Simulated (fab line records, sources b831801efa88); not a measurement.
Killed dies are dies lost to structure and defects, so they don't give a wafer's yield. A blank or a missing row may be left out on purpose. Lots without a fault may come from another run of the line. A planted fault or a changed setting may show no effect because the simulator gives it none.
fab line records | flow sfq_line
record lots=14 wafers=42 last_day=87
route steps=325 shown I1@73 M2@95 M4@149 M6@261
lots that met no fault: from a run of the same line without faults
start_h: hours from the record's first day to the start of the lot's first wafer shown | wait_h: hours since the lot's step before | " the same as in the row above | L1.1+2: a row that stands for several wafers | - no value, or no start given | * or withheld: withheld | < > ~ a bound
route shown NAME@n: a module of which the file shows steps, and the number in the route of the first | usual: mean/standard deviation of fault-free wafers | same: alike in all rows | chamber/n: place in a boat | sites: the reading at each site | _std_site: their standard deviation | _edge_site: outer sites' mean less inner sites' | radius_mm: how far each site lies from the wafer's centre | mask NAME#n: copy n | behind: the tool/chamber that last shaped the wafer | hold: why the lot was held/for how many hours/how that ended | device: the transistor (n, p or np) that didn't switch | end of line: the same wafers' tests at the end of the route | a step without rows: its recipe alone | killed: dies lost to structure and defects at the first sort, not the wafer's yield | map: a wafer's dies, x killed, . not, _ none there
set.NAME: the setting as run; set.NAME@STEP: as run at that earlier step | model.NAME: the simulator's own value behind a step, which no gauge read
steps of the route over a sample of lots; a table a step, a row a wafer
services: from which hour (start_h, from the record's first day; less than 0 if before it) a tool's chamber was out of use, for how many hours, and why
## steps
# step SFQ_TRILAYER_I1_DEP_PECVD_045
# recipe material=SiO2 temp_c=150 time_s=111.11 pressure_torr=2.4 rf_w=183.3 precursor=SiH4/N2O target_thk_nm=500
# usual chamber_pressure_Torr=2.400/0.0054 heater_power_outer_w=28/10 heater_power_w=80/22 throttle_valve_pct=24.5/1.2
# columns lot.wafer tool chamber start_h wait_h chamber_pressure_Torr heater_power_outer_w heater_power_w throttle_valve_pct
L478.2 pecvd-01 1 566.23 0.0 2.399 43 113 23.9
L478.4 " 0 " " 2.407 12 53 25.4
L478.5 " 1 " " 2.402 44 117 23.7
L479.3 pecvd-02 0 592.63 0.0 2.399 43 103 22.5
L479.4 " 0 " " 2.403 45 104 22.5
L479.5 " 2 " " 2.387 15 46 24.2
L481.2 pecvd-01 2 607.25 0.0 2.408 24 72 26.8
L481.5 " 2 " " 2.399 27 77 27.1
L481.6 " 1 " " 2.395 40 108 23.9
L482.3 pecvd-01 1 615.65 0.0 2.400 45 117 24.0
L482.5 " 1 " " 2.393 31 99 23.9
L482.6 " 0 " " 2.397 18 62 25.4
L484.2 pecvd-01 2 627.65 0.0 2.401 32 84 27.0
L484.3 " 0 " " 2.401 18 63 25.6
L484.4 " 1 " " 2.408 41 112 24.0
L485.1 pecvd-02 0 637.25 0.0 2.404 44 100 22.6
L485.2 " 2 " " 2.403 15 45 24.5
L485.3 " 2 " " 2.397 6 33 24.2
L486.1 pecvd-01 0 638.45 0.0 - - - -
L486.3 " 2 " " - - - -
L486.5 " 2 " " - - - -
L487.2 pecvd-04 0 643.25 0.0 - - - -
L487.3 " 1 " " - - - -
L487.5 " 2 " " - - - -
L491.1 pecvd-04 0 670.78 0.0 2.392 32 89 23.6
L491.3 " 1 " " 2.388 20 69 25.0
L491.4 " 0 " " 2.392 34 91 23.5
L496.1 pecvd-01 1 727.35 0.0 2.395 32 98 23.7
L496.2 " 0 " " 2.398 13 55 25.1
L496.5 " 2 " " 2.399 27 79 26.6
L497.1 pecvd-04 0 738.17 0.0 2.397 27 80 23.5
L497.2 " 2 " " 2.407 19 71 24.0
L497.3 " 1 " " 2.396 25 75 25.0
L498.2 pecvd-02 2 740.57 0.0 2.399 10 38 24.8
L498.3 " 1 " " 2.403 35 104 24.6
L498.6 " 2 " " 2.406 13 41 24.6
L499.1 pecvd-04 0 746.57 0.0 2.406 26 79 23.6
L499.2 " 1 " " 2.409 26 75 24.9
L499.3 " 2 " " 2.402 24 80 24.4
L501.3 pecvd-04 2 759.75 0.0 2.397 25 78 23.9
L501.5 " 0 " " 2.394 26 79 23.9
L501.6 " 2 " " 2.400 27 80 24.2
# step SFQ_TRILAYER_I1_CMP_CMP_046
# recipe material=SiO2 down_force_psi=3 platen_rpm=60 pad_velocity_m_s=0.94248
# usual motor_current_A=10.2/1.1 retaining_ring_pressure_frac=1.000/0.0047 slurry_filter_dp_kPa=13.52/0.15 time_to_endpoint_s=213/6.3
# columns lot.wafer tool chamber start_h wait_h motor_current_A retaining_ring_pressure_frac slurry_filter_dp_kPa time_to_endpoint_s
L478.2 cmp-02 2 567.31 1.0 10.6 1.004 13.56 209
L478.4 " 3 " " 8.7 0.999 13.23 202
L478.5 " 1 568.81 2.5 9.6 0.989 13.60 215
L479.3 cmp-01 1 593.21 0.5 11.8 1.007 13.60 218
L479.4 " 3 594.21 1.5 11.1 0.993 13.47 224
L479.5 " 0 " " 9.8 1.001 13.51 225
L481.2 cmp-02 2 609.71 2.4 10.6 0.990 13.49 220
L481.6 " 1 611.21 3.9 10.2 1.001 13.52 230
L481.5 " 2 " " 10.5 0.993 13.52 226
L482.3 cmp-02 0 616.23 0.5 9.9 1.007 13.57 204
L482.5 " 3 617.73 2.0 8.0 1.002 13.51 209
L482.6 " 0 " " 9.3 1.001 13.05 202
L484.4 cmp-02 3 628.23 0.5 8.3 1.000 13.48 208
L484.3 " 0 " " 10.6 0.997 13.29 200
L484.2 " 1 " " 9.8 0.997 13.56 207
L485.2 cmp-02 1 637.37 0.1 9.4 0.998 13.36 208
L485.3 " 3 638.37 1.0 8.6 1.008 13.45 214
L485.1 " 0 " " 9.4 0.999 13.72 205
L486.1 cmp-01 2 638.53 0.0 10.9 1.006 13.42 -
L486.3 " 1 640.03 1.5 11.7 0.997 13.74 -
L486.5 " 3 641.03 2.5 11.7 1.005 13.51 -
L487.2 cmp-02 3 643.95 0.7 8.4 0.996 13.42 -
L487.3 " 1 644.95 1.7 9.7 1.001 13.56 -
L487.5 " 3 645.95 2.6 7.9 0.993 13.80 -
L491.1 cmp-02 1 686.15 15.3 9.6 1.005 13.69 205
L491.4 " 3 687.15 16.3 8.7 1.000 13.49 212
L491.3 " 0 " " 9.9 1.009 13.48 204
L496.2 cmp-01 2 751.15 23.8 11.2 1.000 13.39 203
L496.1 " 0 752.15 24.8 9.2 1.004 13.53 206
L496.5 " 3 753.65 26.2 10.8 0.999 13.68 220
L497.3 cmp-02 2 764.21 26.0 10.8 0.994 13.78 206
L497.2 " 3 " " 8.8 1.001 13.42 199
L497.1 " 1 765.71 27.5 9.1 0.998 13.44 203
L498.3 cmp-02 2 768.21 27.6 10.7 1.001 13.46 217
L498.2 " 3 " " 8.3 1.003 13.46 202
L498.6 " 1 769.71 29.0 9.8 1.001 13.31 213
L499.3 cmp-01 2 775.15 28.5 11.6 0.998 13.37 204
L499.1 " 3 " " 11.6 1.006 13.53 203
L499.2 " 0 " " 9.3 1.007 13.44 212
L501.3 cmp-02 0 791.21 31.4 9.9 0.993 13.54 206
L501.5 " 0 793.21 33.4 9.8 0.998 13.41 213
L501.6 " 1 " " 9.3 0.998 13.55 219
# step SFQ_TRILAYER_I1_METRO_MEASURE_047
# columns lot.wafer tool chamber start_h wait_h
L478.2+4+5 film_metro-02 - 569.63 0.3
L479.3+4+5 film_metro-01 - 596.23 0.5
L481.2+5+6 film_metro-01 - 612.53 0.3
L482.3+5+6 film_metro-02 - 619.25 0.5
L484.2+3+4 film_metro-02 - 631.05 0.3
L485.1+2+3 film_metro-02 - 640.49 0.1
L486.1+3+5 film_metro-04 - 641.65 0.1
L487.2+3+5 film_metro-02 - 647.27 0.3
L491.1+3+4 film_metro-01 - 689.27 0.1
L496.1+2+5 film_metro-02 - 754.27 0.1
L497.1+2+3 film_metro-04 - 767.33 0.1
L498.2+3+6 film_metro-01 - 770.53 0.3
L499.1+2+3 film_metro-02 - 778.27 0.1
L501.3+5+6 film_metro-02 - 794.73 0.5
# step SFQ_TRILAYER_I1_VIA_ETCH_VIA_ETCH_052
# recipe target=SiO2 stop_on=Nb mask_material=PR taper_deg=20 chemistry=CHF3 target_depth_nm=260 source_w=500 bias_w=80 pressure_mtorr=30 time_s=withheld
# usual bias_w=79.98/0.24 drypump_motor_current_A=6.1/0.38 oes_product_au=0.854/0.005
# columns lot.wafer tool chamber start_h wait_h bias_w drypump_motor_current_A oes_product_au
L478.2 rie_diel-04 0 586.00 0.0 79.84 5.8 0.860
L478.4 " 2 " " 80.05 6.2 0.855
L478.5 " 0 " " 80.13 5.9 0.848
L479.3 rie_diel-01 2 720.43 0.0 79.70 6.3 0.850
L479.4 " 3 " " 79.84 5.4 0.857
L479.5 " 2 " " 79.82 6.3 0.853
L481.2 rie_diel-01 3 736.03 0.0 80.02 5.4 0.851
L481.5 " 1 " " 80.55 5.2 0.856
L481.6 " 3 " " 79.60 5.4 0.857
L482.3 rie_diel-01 0 743.23 0.0 79.97 5.6 0.861
L482.5 " 2 " " 80.10 6.3 0.852
L482.6 " 1 " " 79.99 5.2 0.854
L484.2 rie_diel-03 0 756.43 0.0 80.21 6.7 0.844
L484.3 " 3 " " 80.21 6.2 0.848
L484.4 " 3 " " 79.97 6.2 0.846
L485.1 rie_diel-03 0 763.63 0.0 79.91 6.7 0.846
L485.2 " 3 " " 80.34 6.2 0.856
L485.3 " 2 " " 80.03 6.3 0.849
L486.1 rie_diel-04 0 766.03 0.0 79.83 5.9 0.380
L486.3 " 1 " " 80.02 6.2 0.375
L486.5 " 2 " " 80.05 6.2 0.373
L487.2 rie_diel-03 0 770.83 0.0 79.87 6.7 0.379
L487.3 " 2 " " 79.95 6.4 0.378
L487.5 " 3 " " 80.16 6.1 0.372
L491.1 rie_diel-03 1 827.20 0.0 79.83 6.2 0.857
L491.3 " 3 " " 79.91 6.2 0.860
L491.4 " 2 " " 79.94 6.3 0.847
L496.1 rie_diel-04 1 885.33 0.0 80.17 6.1 0.850
L496.2 " 2 " " 79.81 6.2 0.852
L496.5 " 0 " " 79.78 5.8 0.861
L497.1 rie_diel-01 3 897.28 0.0 79.83 5.4 0.857
L497.2 " 0 " " 79.73 5.6 0.852
L497.3 " 1 " " 80.41 5.2 0.852
L498.2 rie_diel-03 1 899.68 0.0 79.78 6.2 0.851
L498.3 " 3 " " 80.57 6.2 0.855
L498.6 " 3 " " 80.07 6.2 0.854
L499.1 rie_diel-03 2 905.68 0.0 80.02 6.3 0.854
L499.2 " 3 " " 80.24 6.2 0.855
L499.3 " 0 " " 80.21 6.7 0.853
L501.3 rie_diel-03 3 920.08 0.0 79.82 6.2 0.856
L501.5 " 0 " " 79.82 6.8 0.858
L501.6 " 3 " " 79.67 6.2 0.851
# step SFQ_TRILAYER_M2_LITHO_EXPOSE_058
# recipe mask_id=M2 na=0.6 source_shape=conventional sigma_outer=0.65 target_cd_nm=500 dose_mj=14.4
# usual exposure_dose_mJ_cm2=14.397/0.014 focus_offset_nm=0.0/0.61
# columns lot.wafer tool chamber start_h wait_h mask exposure_dose_mJ_cm2 focus_offset_nm
L478.2 krf_scanner-01 0 665.96 - M2#0 14.403 -0.6
L478.4 " 0 " " M2#0 14.388 -0.2
L478.5 " 0 " " M2#0 14.384 -0.2
L479.3 krf_scanner-01 0 726.78 - M2#0 14.395 -1.3
L479.4 " 0 " " M2#0 14.393 -1.0
L479.5 " 0 " " M2#0 14.376 -0.2
L481.2 krf_scanner-01 0 745.79 - M2#0 14.384 -1.1
L481.5 " 0 " " M2#0 14.376 0.2
L481.6 " 0 " " M2#0 14.379 0.4
L482.3 krf_scanner-01 0 - - M2#0 14.401 0.2
L482.5 " 0 " " M2#0 14.394 0.3
L482.6 " 0 " " M2#0 14.387 -0.3
L484.2 krf_scanner-01 0 761.39 - M2#0 14.416 -0.3
L484.3 " 0 " " M2#0 14.418 -0.8
L484.4 " 0 " " M2#0 14.388 -0.1
L485.1 krf_scanner-01 0 765.99 - M2#0 14.383 0.6
L485.2 " 0 " " M2#0 14.404 -1.2
L485.3 " 0 " " M2#0 14.379 0.3
L486.1 krf_scanner-01 - 767.97 - M2#0 - -
L486.3 " - " " M2#0 - -
L486.5 " - " " M2#0 - -
L487.2 krf_scanner-01 - 772.98 - M2#0 - -
L487.3 " - " " M2#0 - -
L487.5 " - " " M2#0 - -
L491.1 krf_scanner-02 0 947.30 - M2#0 14.434 -0.1
L491.3 " 0 " " M2#0 14.423 0.3
L491.4 " 0 " " M2#0 14.397 0.0
L496.1 krf_scanner-02 0 1007.65 - M2#0 14.384 0.3
L496.2 " 0 " " M2#0 14.401 0.3
L496.5 " 0 " " M2#0 14.393 0.2
L497.1 krf_scanner-02 0 1022.05 - M2#0 14.424 0.1
L497.2 " 0 " " M2#0 14.396 -0.3
L497.3 " 0 " " M2#0 14.411 0.3
L498.2 krf_scanner-02 0 1025.85 - M2#0 14.405 -0.4
L498.3 " 0 " " M2#0 14.401 0.7
L498.6 " 0 " " M2#0 14.402 1.0
L499.1 krf_scanner-01 0 1035.76 - M2#0 14.409 -0.2
L499.2 " 0 " " M2#0 14.399 0.7
L499.3 " 0 " " M2#0 14.408 0.4
L501.3 krf_scanner-01 0 1054.16 - M2#0 14.401 1.0
L501.5 " 0 " " M2#0 14.400 0.5
L501.6 " 0 " " M2#0 14.376 1.2
# step SFQ_TRILAYER_M4_DEP_SPUTTER_091
# recipe material=Nb base_pressure_pa=1.33e-06 chamber_pressure_pa=0.1333 substrate_temp_c=20 resputter_cathode_voltage_v=400 target_thk_nm=200 power_w=2000 time_s=133.3
# usual base_pressure_pa=1.32e-06/9.4e-08 throttle_valve_pct=29.7/0.64
# columns lot.wafer tool chamber start_h wait_h base_pressure_pa throttle_valve_pct
L478.2 pvd_sputter-04 - 890.95 0.0 1.33e-06 30.6
L478.4 " - " " 1.24e-06 28.9
L478.5 " - " " 1.34e-06 30.1
L479.3 pvd_sputter-04 - 939.32 0.0 1.45e-06 29.6
L479.4 " - " " 1.36e-06 30.3
L479.5 " - " " 1.3e-06 30.3
L481.2 pvd_sputter-06 - 947.52 0.0 1.56e-06 29.4
L481.5 " - " " 1.43e-06 29.2
L481.6 " - " " 1.35e-06 29.5
L482.3 pvd_sputter-03 - 950.12 0.0 1.51e-06 29.4
L482.5 " - " " 1.27e-06 30.0
L482.6 " - " " 1.13e-06 31.3
L484.2 pvd_sputter-03 - 1088.27 0.0 1.37e-06 30.0
L484.3 " - " " 1.47e-06 29.4
L484.4 " - " " 1.38e-06 28.6
L485.1 pvd_sputter-04 - 1090.12 0.0 1.51e-06 30.1
L485.2 " - " " 1.38e-06 30.6
L485.3 " - " " 1.18e-06 28.9
L486.1 pvd_sputter-06 - 1090.72 0.0 1.35e-06 29.6
L486.3 " - " " 1.36e-06 29.5
L486.5 " - " " 1.09e-06 29.4
L487.2 pvd_sputter-04 - 1092.52 0.0 1.35e-06 29.5
L487.3 " - " " 1.27e-06 30.6
L487.5 " - " " 1.24e-06 28.7
L491.1 pvd_sputter-06 - 1124.27 0.0 1.35e-06 29.9
L491.3 " - " " 1.27e-06 29.1
L491.4 " - " " 1.29e-06 29.6
L496.1 pvd_sputter-06 - 1259.41 0.0 1.23e-06 30.0
L496.2 " - " " 1.33e-06 29.7
L496.5 " - " " 1.1e-06 29.6
L497.1 pvd_sputter-06 - 1296.71 0.0 1.34e-06 29.8
L497.2 " - " " 1.33e-06 29.6
L497.3 " - " " 1.46e-06 29.6
L498.2 pvd_sputter-04 - 1298.36 0.0 1.31e-06 30.6
L498.3 " - " " 1.5e-06 30.5
L498.6 " - " " 1.41e-06 28.9
L499.1 pvd_sputter-06 - 1303.76 0.0 1.44e-06 28.8
L499.2 " - " " 1.25e-06 29.6
L499.3 " - " " 1.32e-06 29.5
L501.3 pvd_sputter-04 - 1443.87 0.0 1.29e-06 29.7
L501.5 " - " " 1.37e-06 29.0
L501.6 " - " " 1.36e-06 29.8
# step SFQ_M6_OVL_MEAS_940
# usual M6_OVL=-3/6.1
# columns lot.wafer tool chamber start_h wait_h M6_OVL[nm]
L478.2 overlay-01 - 1467.78 0.1 9
L478.4 " - " " 7
L478.5 " - " " 0
L479.3 overlay-01 - 1470.19 0.1 -10
L479.4 " - " " -14
L479.5 " - " " -8
L481.2 overlay-01 - 1474.98 0.1 -10
L481.5 " - " " -1
L481.6 " - " " -5
L482.3 overlay-01 - 1477.39 0.1 0
L482.5 " - " " 2
L482.6 " - " " -1
L484.2 overlay-01 - 1482.18 0.1 -2
L484.3 " - " " 7
L484.4 " - " " -2
L485.1 overlay-01 - 1483.38 0.1 4
L485.2 " - " " 3
L485.3 " - " " 5
L486.1 overlay-02 - 1726.57 0.1 -
L486.3 " - " " -
L486.5 " - " " -
L487.2 overlay-02 - 1731.38 0.1 -
L487.3 " - " " -
L487.5 " - " " -
L491.1 overlay-02 - 1736.17 0.1 6
L491.3 " - " " 7
L491.4 " - " " -1
L496.1 overlay-01 - 1852.40 0.1 -5
L496.2 " - " " -4
L496.5 " - " " -12
L497.1 overlay-02 - 1865.82 0.1 -6
L497.2 " - " " 0
L497.3 " - " " -5
L498.2 overlay-01 - 1867.03 0.1 -11
L498.3 " - " " -10
L498.6 " - " " -12
L499.1 overlay-02 - 1870.62 0.1 -12
L499.2 " - " " -12
L499.3 " - " " -9
L501.3 overlay-02 - 2001.43 0.1 -1
L501.5 " - " " -1
L501.6 " - " " -3
## services
# columns tool chamber start_h hours kind
krf_scanner-01 - 563.38 1.0 pm
krf_scanner-01 - 564.38 1.3 pm
krf_scanner-01 - 570.48 0.8 pm
krf_scanner-01 - 644.36 1.0 pm
krf_scanner-01 - 676.85 3.4 repair
cmp-02 - 698.15 5.1 pm
krf_scanner-01 - 704.13 1.3 pm
krf_scanner-01 - 713.96 4.0 pm
krf_scanner-01 - 736.24 0.4 repair
krf_scanner-01 - 739.58 0.8 pm
krf_scanner-01 - 739.76 0.5 repair
krf_scanner-01 - 739.80 1.0 repair
krf_scanner-01 - 742.20 0.9 repair
cmp-02 - 751.21 4.0 pm
cmp-02 - 803.21 6.4 pm
krf_scanner-01 - 813.57 1.0 pm
cmp-02 - 875.63 10.5 pm
krf_scanner-01 - 879.62 1.3 pm
krf_scanner-01 - 908.25 0.8 pm
cmp-02 - 913.36 0.6 repair
krf_scanner-01 - 982.43 1.0 pm
cmp-02 - 983.30 0.7 repair
krf_scanner-01 - 1021.11 1.5 repair
krf_scanner-01 - 1056.16 1.3 pm
## key
first_sign step=SFQ_TRILAYER_I1_DEP_PECVD_045 reading=tool_record direction=missing
effect step=SFQ_TRILAYER_I1_VIA_ETCH_VIA_ETCH_052 reading=oes_product_au direction=down sigmas=95 usual=0.854 struck=0.376
effect step=SFQ_TRILAYER_M2_LITHO_EXPOSE_058 reading=tool_record direction=missing
met_at SFQ_TRILAYER_I1_DEP_PECVD_045
struck_lots L486,L487
not_acting_at SFQ_TRILAYER_I1_CMP_CMP_046,SFQ_TRILAYER_M4_DEP_SPUTTER_091,SFQ_M6_OVL_MEAS_940
onset_between 627.65 638.45
fault kind=skipped_step_whole tool=pecvd-01,pecvd-04 chamber=- onset_h=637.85 steps=SFQ_TRILAYER_I1_DEP_PECVD_045 scope=struck_lots_only
